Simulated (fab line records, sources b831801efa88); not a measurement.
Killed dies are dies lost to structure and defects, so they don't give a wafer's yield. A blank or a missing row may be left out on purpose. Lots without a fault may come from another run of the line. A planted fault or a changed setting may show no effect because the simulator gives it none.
Tool commonality check | flow gf180mcu | 13 lots, 39 wafers sampled

WHY IT WAS OPENED
At GF_VT_IMPLANT_RS_MEAS_48 the reading LVPWELL_RS is flagged on 2 of 13 lots. Wafers without a fault read 1197 ohm/sq, standard deviation 3.2.
Rule: a lot is flagged when every wafer of it that has a number lies more than 4 standard deviations from that mean, or none has a number. The other lots count as sound.

lot  | measured     | on            | LVPWELL_RS (ohm/sq), wafer by wafer | flag
L948 | day 7 17:47  | film_metro-03 | 1196 1200 1199                      |
L950 | day 8 05:44  | film_metro-02 | 1203 1200 1200                      |
L953 | day 9 04:19  | film_metro-02 | 1199 1198 1200                      |
L957 | day 10 07:55 | film_metro-03 | 1198 1194 1197                      |
L958 | day 10 13:42 | film_metro-02 | 1157 1161 1162                      | FLAGGED
L960 | day 11 05:27 | film_metro-03 | 1159 1160 1156                      | FLAGGED
L963 | day 12 13:45 | film_metro-04 | 1197 1196 1195                      |
L964 | day 12 14:58 | film_metro-04 | 1198 1199 1198                      |
L965 | day 12 23:31 | film_metro-03 | 1199 1199 1196                      |
L967 | day 13 04:14 | film_metro-03 | 1197 1196 1195                      |
L966 | day 13 04:34 | film_metro-02 | 1196 1193 1190                      |
L968 | day 13 14:09 | film_metro-03 | 1199 1199 1198                      |
L969 | day 14 02:08 | film_metro-04 | 1196 1198 1201                      |
The numbers of the flagged lots are 1159 ohm/sq on average: -38 ohm/sq against the usual, or -12 standard deviations.

WHICH TOOL RAN EACH LOT
The record holds 1 process step before the reading, out of a route of 602 steps. In each cell: the tool, then ch and the chambers that the sampled wafers went through, then the start.
lot  | flag    | GF_LVPWELL_IMPLANT_09
L948 |         | implanter-03 ch 0, day 4 02:55
L950 |         | implanter-03 ch 0, day 4 13:05
L953 |         | implanter-03 ch 0, day 5 07:10
L957 |         | implanter-04 ch 0, day 6 04:26
L958 | FLAGGED | implanter-03 ch 0, day 6 08:36
L960 | FLAGGED | implanter-03 ch 0, day 6 20:56
L963 |         | implanter-02 ch 0, day 8 01:32
L964 |         | implanter-04 ch 0, day 8 02:13
L965 |         | implanter-04 ch 0, day 8 09:28
L967 |         | implanter-04 ch 0, day 8 12:30
L966 |         | implanter-04 ch 0, day 8 13:23
L968 |         | implanter-02 ch 0, day 8 21:42
L969 |         | implanter-04 ch 0, day 9 07:53
What these steps do:
- GF_LVPWELL_IMPLANT_09
- GF_VT_IMPLANT_RS_MEAS_48: measures by four-point-probe.

FLAGGED OVER TOTAL, TOOL BY TOOL (the gauges that took the reading come last)
step                     | tool          | lots run | flagged | share of the flagged lots | sound lots run after its first flagged lot
GF_LVPWELL_IMPLANT_09    | implanter-02  | 2        | 0       | none                      | -
GF_LVPWELL_IMPLANT_09    | implanter-03  | 5        | 2       | all                       | 0
GF_LVPWELL_IMPLANT_09    | implanter-04  | 6        | 0       | none                      | -
GF_VT_IMPLANT_RS_MEAS_48 | film_metro-02 | 4        | 1       | some                      | 1 (L966)
GF_VT_IMPLANT_RS_MEAS_48 | film_metro-03 | 6        | 1       | some                      | 3 (L965,L967,L968)
GF_VT_IMPLANT_RS_MEAS_48 | film_metro-04 | 3        | 0       | none                      | -

WHAT THE TABLE ALLOWS
1 row of the table ran every flagged lot: implanter-03 at GF_LVPWELL_IMPLANT_09.
- implanter-03 at GF_LVPWELL_IMPLANT_09: 2 of its 5 lots flagged. Its last sound lot is L953 (day 5 07:10), its first flagged lot L958 (day 6 08:36): a fault that began between those two fits. Its own readings lie more than 4 standard deviations out on every wafer of the flagged lots: beam_on_s, faraday_current_uA.
One tool is left: implanter-03 at GF_LVPWELL_IMPLANT_09.

WHAT THE SIMULATOR HAD PUT IN
Process parameter drift: implanter-03, from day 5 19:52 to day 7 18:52, at GF_LVPWELL_IMPLANT_09. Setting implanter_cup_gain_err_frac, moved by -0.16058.
Lots struck among those shown: L958, L960. The rule above found the same.
